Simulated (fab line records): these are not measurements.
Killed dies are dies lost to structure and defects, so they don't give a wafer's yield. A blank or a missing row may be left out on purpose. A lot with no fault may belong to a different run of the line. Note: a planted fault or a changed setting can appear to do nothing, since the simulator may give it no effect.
fab line records -- flow sky130
record: lots: 6, wafers: 18, last_day: 50
route steps=708 shown METAL5@680 PASSIVATION@681 PAD_OPEN@694
lots untouched by any fault: they come from a run of this same line in which no faults occurred
start_h: start of the lot's first displayed wafer, in hours after the record's first day -- wait_h: hours since the lot's step before -- " same as the row above -- L1.1+2: a single row standing in for several wafers -- - either no value or no given start -- * or withheld: withheld -- < > ~ a bound
route shown NAME@n: a module of which the file shows steps, and the number in the route of the first -- usual: mean/standard deviation taken from wafers without a fault -- same: alike in all rows -- chamber/n: place in a boat -- sites: each site's reading -- _std_site: how widely they spread, as a standard deviation -- _edge_site: outer sites' mean less inner sites' -- radius_mm: for every site, how far away it sits from the centre of the wafer -- mask NAME#n: copy n -- behind: tool/chamber where the wafer was last shaped -- hold: reason for holding the lot/hours on hold/outcome of the hold -- device: names the non-switching transistor (n, p or np) -- end of line: the same wafers' tests at the end of the route -- a step given without rows: its recipe and nothing more -- killed: dies that structure and defects cost at the first sort, which is not the same as the wafer's yield -- map: shows each die of a wafer: x if killed, . if not, _ if none is there
set.NAME: the run value of the setting; set.NAME@STEP: its run value at that earlier step -- model.NAME: the simulator's own value behind a step, which no gauge read
certain route steps with their lots: each step a table, each wafer a row
services: a tool's chamber out of use, with start hour (start_h, from the record's first day; less than 0 if before it), hours out, and reason
== steps ==
step: SKY_METAL5_CLEAN_19
recipe: chemistry: O3/DIW, dry: n2_spin
step: SKY_PASSIVATION_CVD_00
recipe: material: SiO2, target_thk_nm: 90, temp_c: 400, time_s: withheld, rf_w: 600
usual: heater_power_w: 656/100
lot.wafer,tool,chamber,start_h,wait_h,heater_power_w
L897.2,pecvd-03,1,1033.27,0.0,690
L897.3,pecvd-03,0,1033.27,0.0,757
L897.5,pecvd-03,1,1033.27,0.0,702
L899.1,pecvd-02,2,1052.05,0.0,570
L899.2,pecvd-02,0,1052.05,0.0,534
L899.3,pecvd-02,1,1052.05,0.0,926
L901.1,pecvd-02,2,1056.39,0.0,622
L901.3,pecvd-02,1,1056.39,0.0,902
L901.4,pecvd-02,1,1056.39,0.0,874
L904.2,pecvd-03,2,1080.16,0.0,585
L904.3,pecvd-03,1,1080.16,0.0,737
L904.6,pecvd-03,0,1080.16,0.0,743
L911.1,pecvd-03,1,1124.50,0.0,784
L911.3,pecvd-03,0,1124.50,0.0,671
L911.4,pecvd-03,1,1124.50,0.0,776
L920.1,pecvd-01,0,1163.87,0.0,533
L920.4,pecvd-01,0,1163.87,0.0,552
L920.5,pecvd-01,1,1163.87,0.0,585
step: SKY_PASSIVATION_THK_MEAS_01
recipe: reads: SiO2_of_PASSIVATION_CVD_00
usual: PASSIVATION_CVD_00_THK: 90.0/1.2
lot.wafer,tool,chamber,start_h,wait_h,PASSIVATION_CVD_00_THK[nm]
L897.2,film_metro-04,-,1033.31,-,90.6
L897.3,film_metro-04,-,1033.31,-,89.6
L897.5,film_metro-04,-,1033.31,-,89.6
L899.1,film_metro-04,-,1052.07,-,89.4
L899.2,film_metro-04,-,1052.07,-,88.9
L899.3,film_metro-04,-,1052.07,-,91.1
L901.1,film_metro-04,-,1056.41,-,90.9
L901.3,film_metro-04,-,1056.41,-,90.9
L901.4,film_metro-04,-,1056.41,-,92.6
L904.2,film_metro-04,-,1080.20,-,89.1
L904.3,film_metro-04,-,1080.20,-,89.2
L904.6,film_metro-04,-,1080.20,-,91.1
L911.1,film_metro-03,-,1124.54,-,88.8
L911.3,film_metro-03,-,1124.54,-,88.8
L911.4,film_metro-03,-,1124.54,-,89.5
L920.1,film_metro-01,-,1163.90,-,90.1
L920.4,film_metro-01,-,1163.90,-,90.8
L920.5,film_metro-01,-,1163.90,-,91.5
step: SKY_PASSIVATION_CVD_02
recipe: material: Si3N4, target_thk_nm: 540, temp_c: 400, time_s: withheld, rf_w: 450
usual: heater_power_w: 728/110
lot.wafer,tool,chamber,start_h,wait_h,heater_power_w
L897.2,pecvd-01,1,1033.36,0.0,750
L897.3,pecvd-01,2,1033.36,0.0,621
L897.5,pecvd-01,1,1033.36,0.0,603
L899.1,pecvd-03,0,1052.13,0.1,756
L899.2,pecvd-03,2,1052.13,0.1,662
L899.3,pecvd-03,1,1052.13,0.1,752
L901.1,pecvd-01,0,1056.47,0.1,674
L901.3,pecvd-01,1,1056.47,0.1,727
L901.4,pecvd-01,1,1056.47,0.1,765
L904.2,pecvd-01,1,1080.25,0.0,772
L904.3,pecvd-01,0,1080.25,0.0,614
L904.6,pecvd-01,0,1080.25,0.0,645
L911.1,pecvd-02,0,1124.60,0.1,630
L911.3,pecvd-02,1,1124.60,0.1,978
L911.4,pecvd-02,1,1124.60,0.1,989
L920.1,pecvd-02,2,1163.96,0.1,688
L920.4,pecvd-02,0,1163.96,0.1,587
L920.5,pecvd-02,0,1163.96,0.1,603
step: SKY_PASSIVATION_THK_MEAS_03
recipe: reads: Si3N4_of_PASSIVATION_CVD_02
usual: PASSIVATION_CVD_02_THK: 542/7.2
lot.wafer,tool,chamber,start_h,wait_h,PASSIVATION_CVD_02_THK[nm]
L897.2,film_metro-01,-,1033.59,-,542
L897.3,film_metro-01,-,1033.59,-,532
L897.5,film_metro-01,-,1033.59,-,544
L899.1,film_metro-03,-,1052.36,-,545
L899.2,film_metro-03,-,1052.36,-,537
L899.3,film_metro-03,-,1052.36,-,544
L901.1,film_metro-04,-,1056.69,-,543
L901.3,film_metro-04,-,1056.69,-,548
L901.4,film_metro-04,-,1056.69,-,547
L904.2,film_metro-03,-,1080.48,-,550
L904.3,film_metro-03,-,1080.48,-,539
L904.6,film_metro-03,-,1080.48,-,549
L911.1,film_metro-03,-,1124.82,-,538
L911.3,film_metro-03,-,1124.82,-,550
L911.4,film_metro-03,-,1124.82,-,554
L920.1,film_metro-03,-,1164.34,-,542
L920.4,film_metro-03,-,1164.34,-,543
L920.5,film_metro-03,-,1164.34,-,537
step: SKY_PASSIVATION_DEHYDRATE_04
recipe: temp_c: 200, time_s: 60
step: SKY_PASSIVATION_HMDS_05
recipe: prime_time_s: 60, prime_temp_c: 120
step: SKY_PASSIVATION_COAT_06
recipe: spin_rpm: 2000, resist_thk_nm: 3000
step: SKY_PASSIVATION_SOFTBAKE_07
recipe: temp_c: 110, time_s: withheld
step: SKY_PASSIVATION_EXPOSE_08
recipe: mask_id: NSM, target_cd_nm: 3000, na: 0.57, dose_mj: 260
step: SKY_PASSIVATION_PEB_09
recipe: temp_c: 115, time_s: withheld
step: SKY_PASSIVATION_DEVELOP_10
recipe: develop_time_s: 61.22, dev_temp_c: 23
step: SKY_PASSIVATION_ETCH_11
recipe: chemistry: CF4/O2, target_depth_nm: 725, stop_on: AlCu, source_w: 800, bias_w: 150, pressure_mtorr: 150, cf4_flow_sccm: 80, O2_flow_sccm: 10, time_s: 161.1
usual: drypump_motor_current_A: 5.6/0.38, oes_product_au: 0.977/0.0075, rf_fwd_power_W: 797.3/2.4, throttle_valve_pct: 5.963/0.0088
lot.wafer,tool,chamber,start_h,wait_h,drypump_motor_current_A,oes_product_au,rf_fwd_power_W,rf_hours_counter_h,throttle_valve_pct,model.coat_of_PASSIVATION_COAT_06.thk_nm
L897.2,rie_diel-01,3,1056.97,-,6.0,0.982,793.6,23,5.965,2527
L897.3,rie_diel-01,2,1056.97,-,6.2,0.963,798.5,13,5.966,2516
L897.5,rie_diel-01,3,1056.97,-,6.0,0.980,794.4,-,5.953,2528
L899.1,rie_diel-01,1,1074.17,-,5.4,0.971,799.6,6,5.955,2529
L899.2,rie_diel-01,0,1074.17,-,5.4,0.977,795.9,16,5.959,2507
L899.3,rie_diel-01,3,1074.17,-,6.0,0.982,798.3,23,5.973,2524
L901.1,rie_diel-01,3,1077.97,-,6.0,0.980,928.7,23,5.960,2476
L901.3,rie_diel-01,0,1077.97,-,5.4,0.987,924.7,17,5.964,2461
L901.4,rie_diel-01,1,1077.97,-,5.4,0.982,924.9,6,5.977,2470
L904.2,rie_diel-01,2,1100.77,-,6.2,1.000,926.2,14,5.968,2450
L904.3,rie_diel-01,0,1100.77,-,5.4,0.985,924.3,17,5.966,2433
L904.6,rie_diel-01,2,1100.77,-,6.2,0.991,927.7,-,5.977,2450
L911.1,rie_diel-04,1,1143.22,-,5.7,0.972,793.4,19,5.952,2539
L911.3,rie_diel-04,3,1143.22,-,5.7,0.981,798.0,16,5.954,2545
L911.4,rie_diel-04,2,1143.22,-,5.1,0.986,798.2,22,5.960,2528
L920.1,rie_diel-01,1,1180.57,-,5.4,0.980,795.6,10,5.942,2514
L920.4,rie_diel-01,0,1180.57,-,5.4,0.985,799.1,20,5.973,2498
L920.5,rie_diel-01,1,1180.57,-,5.3,0.975,799.2,-,5.970,2509
step: SKY_PASSIVATION_STRIP_12
recipe: chemistry: O2/N2, power_w: 1400, pressure_mtorr: 1500, platen_temp_c: withheld, overash_fraction: 0.7, o2_flow_sccm: 3000, n2_flow_sccm: 300
usual: drypump_motor_current_A: 5.6/0.66, oes_product_au: 0.660/0.005, strip_time_to_endpoint_s: 31.60/0.14
lot.wafer,tool,chamber,start_h,wait_h,drypump_motor_current_A,oes_product_au,rf_hours_counter_h,strip_time_to_endpoint_s
L897.2,plasma_asher-01,0,1057.08,0.1,4.9,0.672,30,31.66
L897.3,plasma_asher-01,1,1057.08,0.1,5.6,0.660,-,31.51
L897.5,plasma_asher-01,0,1057.08,0.1,4.9,0.661,-,31.66
L899.1,plasma_asher-01,0,1074.28,0.1,4.9,0.663,32,31.66
L899.2,plasma_asher-01,1,1074.28,0.1,5.7,0.656,32,31.41
L899.3,plasma_asher-01,1,1074.28,0.1,5.6,0.660,-,31.62
L901.1,plasma_asher-03,0,1078.08,0.1,5.0,0.660,98,31.03
L901.3,plasma_asher-03,0,1078.08,0.1,5.0,0.667,-,30.86
L901.4,plasma_asher-03,1,1078.08,0.1,5.9,0.655,-,30.96
L904.2,plasma_asher-01,0,1100.88,0.1,4.9,0.658,34,30.78
L904.3,plasma_asher-01,1,1100.88,0.1,5.6,0.656,-,30.55
L904.6,plasma_asher-01,0,1100.88,0.1,4.9,0.659,-,30.77
L911.1,plasma_asher-01,1,1143.33,0.1,5.7,0.657,37,31.81
L911.3,plasma_asher-01,1,1143.33,0.1,5.7,0.662,-,31.87
L911.4,plasma_asher-01,0,1143.33,0.1,4.9,0.659,-,31.67
L920.1,plasma_asher-01,1,1180.68,0.1,5.7,0.657,40,31.50
L920.4,plasma_asher-01,0,1180.68,0.1,4.9,0.663,-,31.31
L920.5,plasma_asher-01,0,1180.68,0.1,4.9,0.672,-,31.45
step: SKY_PAD_OPEN_DEHYDRATE_00
recipe: temp_c: 200, time_s: 60
step: SKY_PAD_OPEN_PROBE_99
usual: defect_limited_yield: 82.6/1.9, killed_at_M0_to_M3: 43/7.2, killed_at_M4_up: 3.5/2, killed_at_contacts: 24/5.2, killed_at_front_end: 15/4.4, killed_at_other: 0.2/0.48, killed_dies: 85/9.4, killed_open: 46/7.3, killed_short: 39/6.1, sort_bin_3_pad_short: 0.8/0.37, sort_bin_5_function: 10.2/1.4, sort_bin_6_memory: 6.3/1.1, sort_n_pass: 407/9.4, sort_yield_pct: 82.6/1.9
same: gross_dies: 492, killed_at_back_side: 0, sort_bin_4_leakage[%]: 0, sort_bin_8_speed[%]: 0
lot.wafer,tool,chamber,start_h,wait_h,defect_limited_yield[%],killed_at_M0_to_M3,killed_at_M4_up,killed_at_contacts,killed_at_front_end,killed_at_other,killed_dies,killed_open,killed_short,sort_bin_3_pad_short[%],sort_bin_5_function[%],sort_bin_6_memory[%],sort_n_pass,sort_yield_pct[%]
L897.2,prober-02,-,1081.27,0.1,80.9,42,6,30,16,0,94,53,39,1.0,10.4,7.7,398,80.9
L897.3,prober-02,-,1081.32,0.2,81.1,59,4,17,13,0,93,49,44,0.8,11.8,6.3,399,81.1
L897.5,prober-02,-,1081.42,0.2,85.0,42,0,25,7,0,74,50,24,0.2,9.1,5.7,418,85.0
L901.1,prober-02,-,1102.22,0.1,83.5,43,3,17,18,0,81,44,37,0.2,9.1,7.1,411,83.5
L901.3,prober-02,-,1102.32,0.2,85.6,33,5,26,7,0,71,43,28,1.2,6.3,6.9,421,85.6
L901.4,prober-02,-,1102.37,0.2,81.1,53,2,26,12,0,93,52,41,0.6,12.2,6.1,399,81.1
L904.2,prober-02,-,1123.25,0.1,82.5,44,4,27,11,0,86,47,38,0.8,9.1,7.5,406,82.5
L904.3,prober-02,-,1123.30,0.2,83.5,37,2,23,19,0,81,43,38,1.4,9.3,5.7,411,83.5
L904.6,prober-02,-,1123.45,0.2,80.3,48,2,29,18,0,97,47,50,1.0,11.4,7.3,395,80.3
L911.1,prober-01,-,1163.19,0.1,79.3,60,6,22,14,0,102,60,42,1.0,11.2,8.5,390,79.3
L911.3,prober-01,-,1163.29,0.2,81.3,50,3,21,17,1,92,59,33,0.6,11.6,6.5,400,81.3
L911.4,prober-01,-,1163.34,0.2,84.6,41,7,18,10,0,76,33,42,0.2,7.9,7.3,416,84.6
L920.1,prober-02,-,1199.04,0.1,80.3,48,2,25,22,0,97,48,49,1.4,11.2,7.1,395,80.3
L920.4,prober-02,-,1199.19,0.2,80.1,51,2,26,18,1,98,40,55,2.0,12.2,5.7,394,80.1
L920.5,prober-02,-,1199.24,0.2,85.2,38,1,17,17,0,73,39,34,0.8,8.3,5.7,419,85.2
killed by level:class
L897.2 VIA2:geometric_particle:open=10 LI_CONTACT:geometric_particle:open=10 CONTACT:geometric_particle:open=10 METAL1:geometric_particle:short=6 VIA1:geometric_particle:open=6 FIELD_ISO:geometric_particle:short=5 VIA3:geometric_particle:short=5 CONTACT:geometric_particle:short=5
L897.3 VIA1:geometric_particle:open=18 VIA3:geometric_particle:short=10 VIA2:geometric_particle:open=10 LOCAL_INTERCONNECT:geometric_particle:short=5 CONTACT:geometric_particle:open=5 METAL1:geometric_particle:short=5 FIELD_ISO:geometric_particle:short=4 FIELD_ISO:geometric_particle:open=4
L897.5 VIA1:geometric_particle:open=18 CONTACT:geometric_particle:open=10 VIA2:geometric_particle:open=6 LI_CONTACT:geometric_particle:open=5 VIA3:geometric_particle:open=5 POLY_GATE:geometric_particle:short=4 CONTACT:geometric_particle:short=4 LI_CONTACT:geometric_particle:short=3
L901.1 FIELD_ISO:geometric_particle:open=9 VIA3:geometric_particle:open=9 CONTACT:geometric_particle:open=7 VIA3:geometric_particle:short=7 METAL1:geometric_particle:short=6 VIA1:geometric_particle:open=6 LI_CONTACT:geometric_particle:open=5 VIA2:geometric_particle:open=4
L901.3 VIA1:geometric_particle:open=10 CONTACT:geometric_particle:open=9 LI_CONTACT:geometric_particle:open=6 CONTACT:geometric_particle:short=5 VIA1:geometric_particle:short=5 LI_CONTACT:geometric_particle:short=4 VIA3:geometric_particle:open=4 VIA2:geometric_particle:open=4
L901.4 VIA3:geometric_particle:open=10 VIA1:geometric_particle:open=10 CONTACT:geometric_particle:open=9 METAL1:geometric_particle:short=8 LI_CONTACT:geometric_particle:open=8 LOCAL_INTERCONNECT:geometric_particle:short=6 VIA2:geometric_particle:open=6 METAL3:geometric_particle:short=5
L904.2 CONTACT:geometric_particle:open=11 VIA1:geometric_particle:open=9 LI_CONTACT:geometric_particle:open=8 VIA2:geometric_particle:open=7 METAL1:geometric_particle:short=6 METAL2:geometric_particle:short=5 FIELD_ISO:geometric_particle:open=4 FIELD_ISO:geometric_particle:short=4
L904.3 CONTACT:geometric_particle:short=7 LI_CONTACT:geometric_particle:open=7 CONTACT:geometric_particle:open=7 VIA1:geometric_particle:open=7 METAL1:geometric_particle:short=6 VIA3:geometric_particle:open=6 FIELD_ISO:geometric_particle:open=5 POLY_GATE:geometric_particle:short=5
L904.6 CONTACT:geometric_particle:open=12 VIA1:geometric_particle:open=9 VIA3:geometric_particle:open=8 FIELD_ISO:geometric_particle:short=7 METAL2:geometric_particle:short=7 LI_CONTACT:geometric_particle:short=6 METAL1:geometric_particle:short=5 FIELD_ISO:geometric_particle:open=4
L911.1 VIA1:geometric_particle:open=17 METAL2:geometric_particle:short=11 CONTACT:geometric_particle:open=10 VIA2:geometric_particle:open=8 VIA3:geometric_particle:open=8 METAL1:geometric_particle:short=6 LI_CONTACT:geometric_particle:open=5 VIA1:geometric_particle:short=5
L911.3 VIA3:geometric_particle:open=13 VIA1:geometric_particle:open=13 CONTACT:geometric_particle:open=7 CONTACT:geometric_particle:short=6 LI_CONTACT:geometric_particle:open=5 VIA2:geometric_particle:open=5 FIELD_ISO:geometric_particle:short=4 METAL2:geometric_particle:open=4
L911.4 VIA1:geometric_particle:open=9 METAL1:geometric_particle:short=7 LI_CONTACT:geometric_particle:open=6 METAL2:geometric_particle:short=6 METAL4:geometric_particle:short=5 LOCAL_INTERCONNECT:geometric_particle:short=4 VIA2:geometric_particle:open=4 VIA3:geometric_particle:open=4
L920.1 POLY_GATE:geometric_particle:short=9 CONTACT:geometric_particle:short=9 VIA1:geometric_particle:open=9 CONTACT:geometric_particle:open=8 METAL2:geometric_particle:short=8 VIA1:geometric_particle:short=7 VIA2:geometric_particle:open=6 VIA3:geometric_particle:open=6
L920.4 VIA1:geometric_particle:open=8 VIA3:geometric_particle:open=8 CONTACT:geometric_particle:short=7 METAL1:geometric_particle:short=7 LI_CONTACT:geometric_particle:open=6 VIA2:geometric_particle:short=6 CONTACT:geometric_particle:open=6 VIA2:geometric_particle:open=6
L920.5 VIA2:geometric_particle:open=8 CONTACT:geometric_particle:open=7 POLY_GATE:geometric_particle:short=6 METAL2:geometric_particle:short=5 VIA1:geometric_particle:open=5 VIA3:geometric_particle:open=5 CONTACT:geometric_particle:short=4 METAL3:geometric_particle:short=4
== services ==
tool,chamber,start_h,hours,kind
pecvd-02,2,1013.16,6.6,repair
rie_diel-01,2,1015.68,6.6,repair
pecvd-02,2,1042.64,5.0,scheduled_down
pecvd-03,-,1056.46,1.4,repair
pecvd-03,-,1059.47,0.6,repair
rie_diel-01,-,1061.74,0.8,repair
pecvd-02,-,1066.85,1.5,repair
pecvd-02,0,1074.70,4.4,repair
pecvd-03,-,1081.74,1.7,repair
rie_diel-01,3,1082.12,-,clean
rie_diel-01,3,1082.12,24.4,scheduled_down
rie_diel-01,3,1082.12,24.4,vent_cycle
pecvd-01,-,1083.64,1.1,repair
plasma_asher-01,-,1097.69,1.8,repair
plasma_asher-01,-,1111.52,15.6,pm
pecvd-03,2,1111.75,13.9,repair
pecvd-02,1,1112.97,6.5,repair
pecvd-01,2,1116.94,16.5,repair
rie_diel-04,-,1117.33,2.8,pm
pecvd-02,1,1159.85,12.5,repair
rie_diel-01,-,1164.79,1.6,repair
pecvd-03,1,1174.37,5.5,scheduled_down
== key ==
first_sign: step: SKY_PASSIVATION_ETCH_11, reading: rf_fwd_power_W, direction: up, sigmas: 53, usual: 797.3, struck: 926.1
effect: step: SKY_PASSIVATION_STRIP_12, reading: strip_time_to_endpoint_s, direction: down, sigmas: 5.7, usual: *, struck: *
model_effect: step: SKY_PASSIVATION_ETCH_11, value: coat_of_PASSIVATION_COAT_06.thk_nm, without: 2524, struck: 2457
met_at SKY_PASSIVATION_ETCH_11
struck_wafers L901.1,L901.3,L901.4,L904.2,L904.3,L904.6
onset_between 1074.17 1077.97
fault: kind: process_parameter_drift, tool: rie_diel-01, chamber: -, onset_h: 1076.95, steps: SKY_PASSIVATION_ETCH_11, channel: source_w, offset: 128, shape: step, end_h: 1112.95, acts_in: these_recipes_only, stated: 800
